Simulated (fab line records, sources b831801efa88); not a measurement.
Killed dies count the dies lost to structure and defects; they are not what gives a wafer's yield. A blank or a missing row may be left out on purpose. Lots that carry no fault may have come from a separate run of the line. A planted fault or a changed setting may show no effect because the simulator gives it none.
One fault seen from 2 desks    flow gf180mcu    what lay behind the numbers comes last; until then each desk has only its own

## AT THE METROLOGY DESK
What the gauges read for every lot (on any tool): the sampled wafers with a number, averaged. A lot is out of limits, marked OUT, if its mean lies more than 4 standard deviations from the usual mean; the brackets give that distance.
Columns: A = cd_nm at GF_TOP_METAL_CD_MEAS_14, usual 439.0 nm
lot   first seen here  A
L226  day 28 04:01     440.2
L227  day 28 22:25     438.9
L228  day 29 02:27     439.9
L229  day 29 09:39     435.8
L230  day 29 20:18     439.8
L231  day 30 10:53     439.7
L234  day 30 22:14     448.0 (+4.3) OUT
L237  day 31 17:14     447.5 (+4.0) OUT
L243  day 33 02:28     438.2
L244  day 33 10:32     442.5
L245  day 33 14:37     438.6
L247  day 34 05:05     435.8
Finding of this desk: L234, L237 out of limits; the first was L234 at day 30 22:14, on cd_nm at GF_TOP_METAL_CD_MEAS_14. Within limits: L226, L227, L228, L229, L230, L231, L243, L244, L245, L247.

## DESK OF THE TOOL OWNER: iline_stepper-01
The tool's own readings at GF_TOP_METAL_EXPOSE_11 (exposes mask MetalTop, target cd 440 nm): means of the sampled wafers that have a number, for each lot that ran on this tool. A lot is out of limits, marked OUT, if its mean lies more than 4 standard deviations from the usual mean; the brackets give that distance.
Columns: A = exposure_dose_mJ_cm2 at GF_TOP_METAL_EXPOSE_11, usual 169.87
lot   first seen here  A
L226  day 27 18:05     169.97
L227  day 28 13:10     169.94
L230  day 29 10:44     169.98
L231  day 30 01:44     170.23
L234  day 30 13:07     164.19 (-30) OUT
L237  day 31 08:02     165.12 (-25) OUT
Finding of this desk: L234, L237 out of limits; the first was L234 at day 30 13:07, on exposure_dose_mJ_cm2 at GF_TOP_METAL_EXPOSE_11. Within limits: L226, L227, L230, L231.

## TAKEN TOGETHER
The tool owner's desk had the chance to raise an alarm at day 30 13:07 on L234, L237.
At day 30 22:14 the metrology desk could have sounded an alarm, on L234, L237.
Of the lots named, all ran GF_TOP_METAL_EXPOSE_11 on iline_stepper-01.

## WHAT HAD BEEN PUT IN BY THE SIMULATOR
Drift in process parameters on iline_stepper-01 at GF_TOP_METAL_EXPOSE_11, starting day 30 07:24. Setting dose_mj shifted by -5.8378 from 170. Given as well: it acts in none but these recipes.
Shown lots that were struck: L234, L237.
Delay (hours) between the fault's onset and each desk's first out-of-limits reading: 6 at the tool owner's desk, 15 at the metrology desk.
